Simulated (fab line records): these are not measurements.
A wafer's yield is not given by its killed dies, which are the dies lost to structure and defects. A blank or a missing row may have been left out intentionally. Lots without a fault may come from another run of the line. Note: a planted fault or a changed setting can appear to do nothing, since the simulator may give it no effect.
fab line records	flow sky130
record: lots: 14	wafers: 42	lastDay: 50
route steps=708 shown LDD_N@244 LDD_HVP@285 LOCAL_INTERCONNECT@387 CONTACT@410 PAD_OPEN@708
lots that met no fault: from a run of the same line without faults
startH: the number of hours between the record's first day and the start of the first shown wafer of the lot	waitH: hours from the lot's prior step to this one	" as in the row above	L1.1+2: a single row standing in for several wafers	- no value present, or no start provided	* or withheld: withheld	< > ~ a bound
route shown NAME@n: a module of which the file shows steps, and the number in the route of the first	usual: average and standard deviation across the fault-free wafers	same: alike in all rows	chamber/n: place in a boat	sites: the reading at each site	_std_site: the standard deviation of these	_edge_site: the outer-site mean with the inner-site mean subtracted	radiusMm: for every site, how far away it sits from the centre of the wafer	mask NAME#n: copy n	behind: tool/chamber where the wafer was last shaped	hold: what put the lot on hold/how long, in hours/how the hold closed	device: the transistor (n, p or np) that didn't switch	end of line: the tests these same wafers got at the end of their route	for a step that has no rows: nothing shown but its recipe	killed: count of dies lost to structure and defects at first sort (not the wafer's yield)	map: a wafer's dies, x killed, . not, _ none there
set.NAME: setting as actually run; set.NAME@STEP: the setting as run at that earlier step	model.NAME: the simulator's own value behind a step, which no gauge read
route steps across a sampled set of lots; one table per step, one row per wafer
services: from which hour (startH, from the record's first day; less than 0 if before it) a tool's chamber was out of use, for how many hours, and why
== steps ==
step: SKY_LDD_N_OVL_MEAS_07
usual: LDD_N_OVL: 0.3/1.6
lot.wafer	tool	chamber	startH	waitH	LDD_N_OVL[nm]
L491.1	overlay-02	-	398.97	0.1	-0.9
L491.2	"	-	"	"	-1.1
L491.3	"	-	"	"	-2.6
L492.1	overlay-02	-	422.26	0.1	0.6
L492.2	"	-	"	"	2.3
L492.5	"	-	"	"	0.8
L493.2	overlay-02	-	429.57	0.1	1.8
L493.4	"	-	"	"	2.0
L493.5	"	-	"	"	-0.2
L494.2	overlay-01	-	436.80	0.1	-0.7
L494.3	"	-	"	"	-1.9
L494.5	"	-	"	"	-2.6
L497.1	overlay-02	-	469.75	0.1	0.5
L497.4	"	-	"	"	1.8
L497.5	"	-	"	"	0.9
L496.4	overlay-02	-	470.74	0.1	-2.6
L496.5	"	-	"	"	-2.8
L496.6	"	-	"	"	-3.6
L498.2	overlay-01	-	488.12	0.1	0.8
L498.4	"	-	"	"	2.2
L498.5	"	-	"	"	2.4
L501.1	overlay-02	-	490.86	0.1	-0.6
L501.4	"	-	"	"	-2.0
L501.5	"	-	"	"	0.0
L502.2	overlay-02	-	503.33	0.1	1.5
L502.5	"	-	"	"	1.7
L502.6	"	-	"	"	1.1
L503.2	overlay-02	-	515.57	0.1	1.2
L503.3	"	-	"	"	1.3
L503.5	"	-	"	"	-0.1
L504.4	overlay-02	-	524.08	0.1	2.5
L504.5	"	-	"	"	2.1
L504.6	"	-	"	"	1.9
L508.2	overlay-02	-	555.07	0.1	3.6
L508.4	"	-	"	"	2.2
L508.6	"	-	"	"	3.3
L509.1	overlay-01	-	572.96	0.1	-0.1
L509.2	"	-	"	"	1.7
L509.6	"	-	"	"	2.0
L513.1	overlay-01	-	596.75	0.1	0.8
L513.3	"	-	"	"	1.1
L513.4	"	-	"	"	0.1
step: SKY_LDD_HVP_OVL_MEAS_07
usual: LDD_HVP_OVL: -0.5/1.3
lot.wafer	tool	chamber	startH	waitH	LDD_HVP_OVL[nm]
L491.1	overlay-02	-	493.27	0.1	-0.8
L491.2	"	-	"	"	-0.7
L491.3	"	-	"	"	-0.8
L492.1	overlay-01	-	515.62	0.1	2.8
L492.2	"	-	"	"	1.3
L492.5	"	-	"	"	1.1
L493.2	overlay-02	-	522.63	0.1	-3.6
L493.4	"	-	"	"	-3.3
L493.5	"	-	"	"	-4.8
L494.2	overlay-02	-	530.28	0.1	-2.1
L494.3	"	-	"	"	-1.3
L494.5	"	-	"	"	-1.5
L497.1	overlay-02	-	561.25	0.1	0.2
L497.4	"	-	"	"	1.6
L497.5	"	-	"	"	0.0
L496.4	overlay-01	-	562.42	0.1	0.8
L496.5	"	-	"	"	0.2
L496.6	"	-	"	"	1.3
L498.2	overlay-01	-	581.45	0.1	0.4
L498.4	"	-	"	"	1.1
L498.5	"	-	"	"	0.2
L501.1	overlay-02	-	582.27	0.1	-1.1
L501.4	"	-	"	"	-1.0
L501.5	"	-	"	"	-1.7
L502.2	overlay-01	-	594.70	0.1	-2.3
L502.5	"	-	"	"	-4.1
L502.6	"	-	"	"	-1.9
L503.2	overlay-01	-	605.46	0.1	-1.3
L503.3	"	-	"	"	-0.2
L503.5	"	-	"	"	-2.4
L504.4	overlay-02	-	614.27	0.1	-0.1
L504.5	"	-	"	"	-1.8
L504.6	"	-	"	"	-1.8
L508.2	overlay-02	-	644.21	0.1	0.3
L508.4	"	-	"	"	0.2
L508.6	"	-	"	"	0.3
L509.1	overlay-02	-	660.85	0.1	2.1
L509.2	"	-	"	"	2.8
L509.6	"	-	"	"	0.2
L513.1	overlay-01	-	685.00	0.1	-0.6
L513.3	"	-	"	"	-1.7
L513.4	"	-	"	"	-2.7
step: SKY_LOCAL_INTERCONNECT_SPUTTER_00
recipe: material: TiN	targetThkNm: 100	tempC: 300	powerW: 6500	timeS: 83.3	chamberPressurePa: 0.4
usual: throttleValvePct: 29.3/0.75
same: timeS: 83.3
lot.wafer	tool	chamber	startH	waitH	throttleValvePct
L491.1	pvdSputter-02	-	674.73	0.2	29.2
L491.2	"	-	"	"	29.2
L491.3	"	-	"	"	30.3
L492.1	pvdSputter-02	-	696.27	0.2	30.6
L492.2	"	-	"	"	28.2
L492.5	"	-	"	"	28.6
L493.2	pvdSputter-03	-	703.04	0.2	29.3
L493.4	"	-	"	"	29.3
L493.5	"	-	"	"	29.5
L494.2	pvdSputter-03	-	709.66	0.2	29.2
L494.3	"	-	"	"	29.4
L494.5	"	-	"	"	29.6
L497.1	pvdSputter-02	-	740.77	0.1	28.6
L497.4	"	-	"	"	28.8
L497.5	"	-	"	"	30.1
L496.4	pvdSputter-03	-	741.48	0.2	29.2
L496.5	"	-	"	"	29.3
L496.6	"	-	"	"	29.4
L498.2	pvdSputter-02	-	757.20	0.2	28.5
L498.4	"	-	"	"	29.0
L498.5	"	-	"	"	28.3
L501.1	pvdSputter-03	-	759.14	0.2	29.1
L501.4	"	-	"	"	29.8
L501.5	"	-	"	"	29.2
L502.2	pvdSputter-02	-	771.08	0.2	28.4
L502.5	"	-	"	"	29.1
L502.6	"	-	"	"	30.0
L503.2	pvdSputter-03	-	780.34	0.1	29.1
L503.3	"	-	"	"	29.9
L503.5	"	-	"	"	29.4
L504.4	pvdSputter-02	-	786.44	0.1	29.4
L504.5	"	-	"	"	29.9
L504.6	"	-	"	"	29.3
L508.2	pvdSputter-04	-	816.63	0.1	27.6
L508.4	"	-	"	"	28.7
L508.6	"	-	"	"	28.9
L509.1	pvdSputter-04	-	830.71	0.1	30.0
L509.2	"	-	"	"	31.1
L509.6	"	-	"	"	30.2
L513.1	pvdSputter-02	-	855.22	0.2	28.4
L513.3	"	-	"	"	30.2
L513.4	"	-	"	"	28.9
step: SKY_CONTACT_CMP_04
recipe: material: SiO2	downForcePsi: 4	platenRpm: 60	padVelocityMS: 0.94248
usual: headPressurePsi: 4.000/0.0079	motorCurrentA: 11.3/1.2	timeToEndpointS: 83/4.7
lot.wafer	tool	chamber	startH	waitH	headPressurePsi	motorCurrentA	timeToEndpointS
L491.2	cmp-02	1	705.05	0.0	3.991	12.4	87
L491.3	"	2	"	"	4.005	9.3	84
L491.1	"	3	"	"	3.998	10.1	86
L492.2	cmp-02	2	725.80	0.1	3.998	9.3	79
L492.1	"	0	"	"	4.000	12.5	82
L492.5	"	1	"	"	3.991	12.4	82
L493.2	cmp-01	3	732.50	0.1	4.001	12.0	79
L493.4	"	0	"	"	3.995	12.8	81
L493.5	"	2	"	"	4.016	10.5	89
L494.2	cmp-01	3	739.50	0.1	4.009	11.2	75
L494.3	"	0	"	"	3.991	12.9	84
L494.5	"	3	"	"	4.000	11.2	78
L497.4	cmp-01	2	769.75	0.0	4.005	10.0	86
L497.1	"	1	"	"	4.002	11.9	74
L497.5	"	3	"	"	3.993	11.6	72
L496.4	cmp-01	2	770.25	0.2	3.994	10.1	91
L496.5	"	3	"	"	3.994	11.9	83
L496.6	"	0	"	"	3.997	13.1	87
L498.2	cmp-02	3	785.05	0.0	4.012	10.8	83
L498.4	"	0	"	"	4.002	12.7	88
L498.5	"	3	"	"	4.011	10.6	82
L501.4	cmp-02	0	786.90	0.1	4.002	13.1	97
L501.1	"	2	"	"	4.002	9.3	89
L501.5	"	3	"	"	4.001	11.0	92
L502.2	cmp-02	1	799.49	0.0	4.002	11.9	93
L502.5	"	1	"	"	3.999	12.6	86
L502.6	"	2	"	"	4.008	9.5	82
L503.2	cmp-01	2	808.42	0.2	4.004	10.1	87
L503.3	"	1	"	"	3.999	12.0	86
L503.5	"	3	"	"	3.994	11.1	81
L504.4	cmp-02	3	814.62	0.1	4.004	10.3	82
L504.6	"	2	"	"	4.005	9.4	79
L504.5	"	3	"	"	4.012	10.6	86
L508.4	cmp-02	2	845.51	0.0	3.109	8.0	111
L508.2	"	0	"	"	3.116	10.5	117
L508.6	"	3	"	"	3.108	8.6	116
L509.1	cmp-02	3	858.95	0.1	3.116	9.1	101
L509.2	"	0	"	"	3.094	11.0	97
L509.6	"	2	"	"	3.098	7.6	99
L513.4	cmp-01	0	882.46	0.0	3.976	12.5	88
L513.1	"	2	"	"	4.008	10.5	91
L513.3	"	3	"	"	3.993	11.7	82
step: SKY_PAD_OPEN_PROBE_99
usual: killed_at_M0_to_M3: 43/6.6	killed_at_M4_up: 2.9/1.6	killedAtContacts: 24/4.9	killedAtFrontEnd: 15/4.5	killedAtOther: 0.2/0.45	killedDies: 86/8.8	killedOpen: 48/6.4	killedShort: 38/5.6
same: grossDies: 492	killedAtBackSide: 0
lot.wafer	tool	chamber	startH	waitH	killed_at_M0_to_M3	killed_at_M4_up	killedAtContacts	killedAtFrontEnd	killedAtOther	killedDies	killedOpen	killedShort
L491.1	prober-01	-	1075.66	0.1	39	3	20	18	1	81	48	33
L491.2	prober-01	-	1075.71	0.1	39	4	16	12	0	71	35	36
L491.3	prober-01	-	1075.76	0.2	41	3	17	16	1	78	44	34
L492.1	prober-02	-	1092.79	0.1	47	7	20	7	0	81	40	41
L492.2	prober-02	-	1092.84	0.1	50	1	24	14	1	90	49	41
L492.5	prober-02	-	1092.99	0.2	52	2	24	11	2	91	51	40
L493.2	prober-01	-	1097.12	0.1	40	2	27	13	0	82	44	38
L493.4	prober-01	-	1097.22	0.2	40	2	24	12	0	78	45	33
L493.5	prober-01	-	1097.27	0.2	49	4	30	12	0	95	47	48
L494.2	prober-02	-	1102.99	0.1	42	6	19	11	0	78	46	32
L494.3	prober-02	-	1103.04	0.2	44	0	27	21	0	92	55	37
L494.5	prober-02	-	1103.14	0.2	42	6	11	9	1	69	36	33
L497.1	prober-02	-	1124.93	0.1	48	1	23	23	0	95	58	37
L497.4	prober-02	-	1125.08	0.2	35	4	29	15	0	83	45	38
L497.5	prober-02	-	1125.13	0.2	37	2	31	13	0	83	35	48
L496.4	prober-01	-	1126.39	0.2	43	6	20	13	0	82	45	37
L496.5	prober-01	-	1126.44	0.2	49	3	31	20	0	103	62	41
L496.6	prober-01	-	1126.49	0.2	45	2	26	18	0	91	52	39
L498.2	prober-01	-	1136.98	0.1	41	4	30	15	0	90	46	44
L498.4	prober-01	-	1137.08	0.2	53	3	27	11	0	94	57	37
L498.5	prober-01	-	1137.13	0.2	42	1	24	21	0	88	45	43
L501.1	prober-02	-	1140.03	0.1	39	5	25	16	0	85	50	35
L501.4	prober-02	-	1140.18	0.2	42	1	19	21	0	83	46	37
L501.5	prober-02	-	1140.23	0.2	44	2	27	13	0	86	56	30
L502.2	prober-02	-	1149.63	0.1	42	4	24	15	0	85	54	31
L502.5	prober-02	-	1149.78	0.2	35	5	27	12	0	79	42	37
L502.6	prober-02	-	1149.83	0.2	42	3	30	15	1	91	46	45
L503.2	prober-01	-	1153.37	0.1	38	5	25	18	0	86	49	37
L503.3	prober-01	-	1153.42	0.2	54	3	24	29	0	110	64	46
L503.5	prober-01	-	1153.52	0.2	34	3	24	20	0	81	49	32
L504.4	prober-01	-	1157.63	0.2	57	2	20	12	1	92	53	39
L504.5	prober-01	-	1157.68	0.2	48	1	23	9	0	81	42	39
L504.6	prober-01	-	1157.73	0.2	57	3	21	14	0	95	56	39
L508.2	prober-01	-	1178.73	0.1	39	5	20	16	0	80	46	34
L508.4	prober-01	-	1178.83	0.2	51	2	18	19	0	90	58	32
L508.6	prober-01	-	1178.93	0.2	52	2	17	11	0	82	49	33
L509.1	prober-02	-	1186.13	0.1	45	3	22	15	0	85	41	44
L509.2	prober-02	-	1186.18	0.1	50	6	19	17	1	93	49	44
L509.6	prober-02	-	1186.38	0.2	42	3	25	17	0	87	46	41
L513.1	prober-02	-	1203.78	0.1	51	4	35	14	0	104	58	46
L513.3	prober-02	-	1203.88	0.2	43	7	25	16	0	91	50	41
L513.4	prober-02	-	1203.93	0.2	32	3	26	15	0	76	39	37
killed by level:class
L491.1 VIA1:geometricParticle:open=10 VIA3:geometricParticle:open=6 LI_CONTACT:geometricParticle:open=6 FIELD_ISO:geometricParticle:open=5 CONTACT:geometricParticle:open=5 VIA2:geometricParticle:open=5 METAL3:geometricParticle:short=4 VIA3:geometricParticle:short=4
L491.2 VIA1:geometricParticle:open=12 FIELD_ISO:geometricParticle:short=7 CONTACT:geometricParticle:open=6 METAL2:geometricParticle:short=6 VIA2:geometricParticle:open=5 METAL1:geometricParticle:short=4 METAL4:geometricParticle:short=4 LOCAL_INTERCONNECT:geometricParticle:short=3
L491.3 VIA2:geometricParticle:open=11 VIA1:geometricParticle:open=9 LOCAL_INTERCONNECT:geometricParticle:short=6 FIELD_ISO:geometricParticle:open=3 METAL1:geometricParticle:short=3 POLY_GATE:geometricParticle:open=3 POLY_CUT:geometricParticle:short=3 LI_CONTACT:geometricParticle:open=3
L492.1 VIA1:geometricParticle:open=9 METAL1:geometricParticle:short=8 LI_CONTACT:geometricParticle:open=7 VIA1:geometricParticle:short=7 METAL2:geometricParticle:short=7 CONTACT:geometricParticle:open=6 VIA2:geometricParticle:open=5 LOCAL_INTERCONNECT:geometricParticle:short=4
L492.2 VIA1:geometricParticle:open=12 CONTACT:geometricParticle:open=10 VIA2:geometricParticle:short=8 METAL1:geometricParticle:short=6 VIA3:geometricParticle:open=5 LI_CONTACT:geometricParticle:open=5 FIELD_ISO:geometricParticle:open=4 FIELD_ISO:geometricParticle:short=4
L492.5 VIA2:geometricParticle:open=14 CONTACT:geometricParticle:open=12 VIA1:geometricParticle:open=8 METAL2:geometricParticle:short=7 VIA3:geometricParticle:open=6 VIA1:geometricParticle:short=6 CONTACT:geometricParticle:short=5 VIA2:geometricParticle:short=5
L493.2 CONTACT:geometricParticle:open=11 VIA1:geometricParticle:open=6 LI_CONTACT:geometricParticle:open=6 VIA2:geometricParticle:open=6 VIA1:geometricParticle:short=5 METAL2:geometricParticle:short=5 VIA3:geometricParticle:open=5 FIELD_ISO:geometricParticle:short=4
L493.4 CONTACT:geometricParticle:open=13 VIA2:geometricParticle:open=9 VIA1:geometricParticle:open=7 POLY_GATE:geometricParticle:short=5 METAL2:geometricParticle:short=5 VIA3:geometricParticle:open=5 CONTACT:geometricParticle:short=4 LI_CONTACT:geometricParticle:open=3
L493.5 VIA1:geometricParticle:open=12 CONTACT:geometricParticle:open=10 METAL1:geometricParticle:short=8 POLY_GATE:geometricParticle:short=8 CONTACT:geometricParticle:short=7 LI_CONTACT:geometricParticle:open=6 VIA3:geometricParticle:open=6 METAL2:geometricParticle:short=5
L494.2 VIA1:geometricParticle:open=13 LI_CONTACT:geometricParticle:open=10 METAL1:geometricParticle:short=6 METAL2:geometricParticle:short=5 VIA2:geometricParticle:open=5 POLY_GATE:geometricParticle:open=4 CONTACT:geometricParticle:open=4 METAL4:geometricParticle:short=4
L494.3 LI_CONTACT:geometricParticle:open=10 VIA1:geometricParticle:open=10 CONTACT:geometricParticle:open=9 POLY_GATE:geometricParticle:short=8 VIA3:geometricParticle:open=6 VIA3:geometricParticle:short=6 VIA2:geometricParticle:open=6 POLY_GATE:geometricParticle:open=5
L494.5 VIA1:geometricParticle:open=9 METAL2:geometricParticle:short=5 METAL3:geometricParticle:short=5 VIA2:geometricParticle:open=5 VIA3:geometricParticle:open=5 METAL4:geometricParticle:short=5 LI_CONTACT:geometricParticle:open=4 CONTACT:geometricParticle:open=4
L497.1 VIA1:geometricParticle:open=10 VIA2:geometricParticle:open=9 FIELD_ISO:geometricParticle:short=8 FIELD_ISO:geometricParticle:open=6 LI_CONTACT:geometricParticle:open=6 VIA3:geometricParticle:open=6 CONTACT:geometricParticle:open=5 VIA3:geometricParticle:short=5
L497.4 VIA1:geometricParticle:open=9 CONTACT:geometricParticle:open=8 LI_CONTACT:geometricParticle:open=8 VIA2:geometricParticle:open=6 VIA3:geometricParticle:open=6 POLY_GATE:geometricParticle:short=5 LI_CONTACT:geometricParticle:short=5 VIA1:geometricParticle:short=5
L497.5 METAL1:geometricParticle:short=8 CONTACT:geometricParticle:short=8 LOCAL_INTERCONNECT:geometricParticle:short=7 VIA3:geometricParticle:open=7 LI_CONTACT:geometricParticle:open=6 CONTACT:geometricParticle:open=5 FIELD_ISO:geometricParticle:open=4 LI_CONTACT:geometricParticle:short=4
L496.4 CONTACT:geometricParticle:open=9 FIELD_ISO:geometricParticle:open=8 VIA2:geometricParticle:open=8 VIA1:geometricParticle:open=7 VIA3:geometricParticle:open=6 LOCAL_INTERCONNECT:geometricParticle:short=5 METAL2:geometricParticle:short=5 POLY_GATE:geometricParticle:short=4
L496.5 VIA2:geometricParticle:open=13 CONTACT:geometricParticle:open=11 LI_CONTACT:geometricParticle:open=10 VIA1:geometricParticle:open=8 VIA3:geometricParticle:open=6 METAL2:geometricParticle:short=5 VIA2:geometricParticle:short=5 LOCAL_INTERCONNECT:geometricParticle:short=4
L496.6 CONTACT:geometricParticle:open=11 VIA1:geometricParticle:open=11 VIA1:geometricParticle:short=7 POLY_GATE:geometricParticle:short=6 LI_CONTACT:geometricParticle:open=6 VIA2:geometricParticle:open=6 LOCAL_INTERCONNECT:geometricParticle:short=5 POLY_GATE:geometricParticle:open=5
L498.2 CONTACT:geometricParticle:open=12 CONTACT:geometricParticle:short=7 FIELD_ISO:geometricParticle:open=6 VIA1:geometricParticle:open=6 VIA3:geometricParticle:open=6 VIA2:geometricParticle:open=5 METAL1:geometricParticle:short=5 LI_CONTACT:geometricParticle:open=4
L498.4 VIA1:geometricParticle:open=15 LI_CONTACT:geometricParticle:open=10 VIA1:geometricParticle:short=7 METAL2:geometricParticle:short=7 CONTACT:geometricParticle:open=6 VIA3:geometricParticle:open=6 METAL2:geometricParticle:open=5 VIA3:geometricParticle:short=5
L498.5 FIELD_ISO:geometricParticle:short=8 LI_CONTACT:geometricParticle:open=7 VIA2:geometricParticle:open=7 VIA3:geometricParticle:open=6 CONTACT:geometricParticle:short=6 CONTACT:geometricParticle:open=5 VIA1:geometricParticle:short=5 FIELD_ISO:geometricParticle:open=4
L501.1 CONTACT:geometricParticle:open=10 VIA3:geometricParticle:open=10 VIA1:geometricParticle:open=10 LI_CONTACT:geometricParticle:open=6 FIELD_ISO:geometricParticle:open=5 METAL4:geometricParticle:short=4 METAL2:geometricParticle:short=4 LOCAL_INTERCONNECT:geometricParticle:short=4
L501.4 VIA2:geometricParticle:open=10 LI_CONTACT:geometricParticle:open=9 METAL1:geometricParticle:short=6 POLY_GATE:geometricParticle:open=5 POLY_GATE:geometricParticle:short=5 LOCAL_INTERCONNECT:geometricParticle:short=5 VIA3:geometricParticle:open=5 FIELD_ISO:geometricParticle:open=4
L501.5 VIA1:geometricParticle:open=15 CONTACT:geometricParticle:open=11 LI_CONTACT:geometricParticle:open=8 METAL3:geometricParticle:short=5 METAL1:geometricParticle:short=5 VIA2:geometricParticle:open=5 FIELD_ISO:geometricParticle:open=4 VIA3:geometricParticle:open=4
L502.2 VIA1:geometricParticle:open=13 CONTACT:geometricParticle:open=10 LI_CONTACT:geometricParticle:open=10 METAL1:geometricParticle:short=7 POLY_GATE:geometricParticle:open=6 VIA2:geometricParticle:open=5 VIA1:geometricParticle:short=4 FIELD_ISO:geometricParticle:open=3
L502.5 LI_CONTACT:geometricParticle:open=9 VIA3:geometricParticle:open=8 CONTACT:geometricParticle:open=7 METAL2:geometricParticle:short=7 METAL4:geometricParticle:short=5 VIA2:geometricParticle:open=5 FIELD_ISO:geometricParticle:short=4 CONTACT:geometricParticle:short=4
L502.6 VIA1:geometricParticle:open=14 CONTACT:geometricParticle:open=13 POLY_GATE:geometricParticle:short=7 CONTACT:geometricParticle:short=6 LOCAL_INTERCONNECT:geometricParticle:short=6 VIA2:geometricParticle:open=6 FIELD_ISO:geometricParticle:short=5 VIA3:geometricParticle:short=5
L503.2 LI_CONTACT:geometricParticle:open=10 VIA1:geometricParticle:open=9 METAL1:geometricParticle:short=7 CONTACT:geometricParticle:open=6 FIELD_ISO:geometricParticle:open=5 FIELD_ISO:geometricParticle:short=4 POLY_GATE:geometricParticle:open=4 LI_CONTACT:geometricParticle:short=4
L503.3 VIA1:geometricParticle:open=15 VIA3:geometricParticle:open=10 CONTACT:geometricParticle:open=10 FIELD_ISO:geometricParticle:short=9 VIA1:geometricParticle:short=8 VIA2:geometricParticle:open=7 LOCAL_INTERCONNECT:geometricParticle:short=6 POLY_GATE:geometricParticle:open=5
L503.5 CONTACT:geometricParticle:open=11 VIA1:geometricParticle:open=7 VIA2:geometricParticle:open=7 POLY_GATE:geometricParticle:open=5 POLY_GATE:geometricParticle:short=5 LI_CONTACT:geometricParticle:open=5 VIA3:geometricParticle:open=5 METAL1:geometricParticle:short=4
L504.4 VIA1:geometricParticle:open=11 VIA2:geometricParticle:open=9 CONTACT:geometricParticle:open=8 VIA3:geometricParticle:open=7 VIA1:geometricParticle:short=6 VIA3:geometricParticle:short=6 METAL2:geometricParticle:short=5 METAL3:geometricParticle:short=5
L504.5 VIA1:geometricParticle:open=12 CONTACT:geometricParticle:short=8 CONTACT:geometricParticle:open=8 VIA3:geometricParticle:open=7 VIA2:geometricParticle:open=6 METAL3:geometricParticle:short=6 VIA1:geometricParticle:short=5 POLY_GATE:geometricParticle:open=4
L504.6 VIA1:geometricParticle:open=23 VIA3:geometricParticle:open=9 CONTACT:geometricParticle:open=7 METAL1:geometricParticle:short=6 METAL2:geometricParticle:short=6 LI_CONTACT:geometricParticle:open=5 CONTACT:geometricParticle:short=5 VIA1:geometricParticle:short=4
L508.2 VIA1:geometricParticle:open=8 VIA3:geometricParticle:open=7 LI_CONTACT:geometricParticle:open=6 CONTACT:geometricParticle:open=6 METAL2:geometricParticle:short=6 CONTACT:geometricParticle:short=5 VIA2:geometricParticle:open=5 FIELD_ISO:geometricParticle:open=4
L508.4 VIA1:geometricParticle:open=20 CONTACT:geometricParticle:open=9 FIELD_ISO:geometricParticle:open=6 POLY_GATE:geometricParticle:short=6 LI_CONTACT:geometricParticle:open=5 METAL2:geometricParticle:short=5 METAL1:geometricParticle:short=5 VIA3:geometricParticle:open=5
L508.6 VIA1:geometricParticle:open=13 VIA2:geometricParticle:open=9 LI_CONTACT:geometricParticle:open=7 VIA1:geometricParticle:short=6 METAL2:geometricParticle:short=6 VIA3:geometricParticle:open=6 CONTACT:geometricParticle:open=5 LOCAL_INTERCONNECT:geometricParticle:short=4
L509.1 VIA1:geometricParticle:open=12 CONTACT:geometricParticle:open=6 VIA3:geometricParticle:open=6 METAL1:geometricParticle:short=5 FIELD_ISO:geometricParticle:short=5 LI_CONTACT:geometricParticle:open=5 VIA1:geometricParticle:short=5 LI_CONTACT:geometricParticle:short=4
L509.2 VIA1:geometricParticle:open=9 CONTACT:geometricParticle:open=8 VIA2:geometricParticle:open=8 METAL2:geometricParticle:short=7 LI_CONTACT:geometricParticle:open=6 VIA1:geometricParticle:short=5 VIA3:geometricParticle:short=5 VIA3:geometricParticle:open=5
L509.6 VIA1:geometricParticle:open=9 CONTACT:geometricParticle:open=8 VIA2:geometricParticle:open=8 FIELD_ISO:geometricParticle:short=7 CONTACT:geometricParticle:short=6 VIA1:geometricParticle:short=6 VIA3:geometricParticle:open=6 LI_CONTACT:geometricParticle:open=4
L513.1 CONTACT:geometricParticle:open=16 VIA1:geometricParticle:open=11 VIA1:geometricParticle:short=8 LI_CONTACT:geometricParticle:open=7 METAL1:geometricParticle:short=6 LI_CONTACT:geometricParticle:short=5 METAL3:geometricParticle:short=5 VIA2:geometricParticle:open=5
L513.3 VIA2:geometricParticle:open=10 CONTACT:geometricParticle:open=7 VIA1:geometricParticle:open=7 METAL2:geometricParticle:short=7 CONTACT:geometricParticle:short=6 VIA3:geometricParticle:open=5 METAL4:geometricParticle:short=5 FIELD_ISO:geometricParticle:open=4
L513.4 POLY_GATE:geometricParticle:open=8 LI_CONTACT:geometricParticle:open=7 METAL2:geometricParticle:short=7 LI_CONTACT:geometricParticle:short=6 CONTACT:geometricParticle:open=6 VIA1:geometricParticle:open=6 VIA1:geometricParticle:short=5 LOCAL_INTERCONNECT:geometricParticle:short=5
== services ==
tool	chamber	startH	hours	kind
cmp-02	-	670.99	5.2	pm
cmp-02	-	684.45	5.5	repair
cmp-02	-	687.06	1.2	repair
pvdSputter-02	-	690.88	4.6	repair
cmp-02	-	710.32	1.0	repair
cmp-02	-	731.66	4.1	pm
cmp-01	-	744.00	4.0	pm
cmp-01	-	748.00	-	consumableReplace:conditioner
cmp-01	-	748.00	-	consumableReplace:pad
pvdSputter-04	-	749.74	23.4	repair
cmp-01	-	766.01	3.7	pm
pvdSputter-04	-	780.60	9.8	repair
pvdSputter-03	-	783.06	4.4	repair
cmp-02	-	805.09	4.1	repair
cmp-02	-	811.65	0.3	repair
cmp-02	-	820.57	6.8	repair
cmp-02	-	834.81	2.2	repair
== key ==
firstSign: step: SKY_CONTACT_CMP_04	reading: headPressurePsi	direction: down	sigmas: 99+	usual: 4.000	struck: 3.107
effect: step: SKY_CONTACT_CMP_04	reading: timeToEndpointS	direction: up	sigmas: 5.1	usual: *	struck: *
metAt SKY_CONTACT_CMP_04
struckLots L508,L509
testerLeftOut L508,L509
notActingAt SKY_LDD_N_OVL_MEAS_07,SKY_LDD_HVP_OVL_MEAS_07,SKY_LOCAL_INTERCONNECT_SPUTTER_00
onsetBetween 814.62 845.51
fault: kind: processParameterDrift	tool: cmp-02	chamber: -	onsetH: 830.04	steps: SKY_CONTACT_CMP_04	channel: downForcePsi	offset: -0.89028	shape: step	endH: 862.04	actsIn: theseRecipesOnly	stated: 4
testerLeftOut: of these lots the tester's yield and bins aren't shown, on N5 and GAA mostly nor the transistor test; their killed dies are dies lost to structure and defects alone, not to doping, threshold or leakage, so they don't give the yield
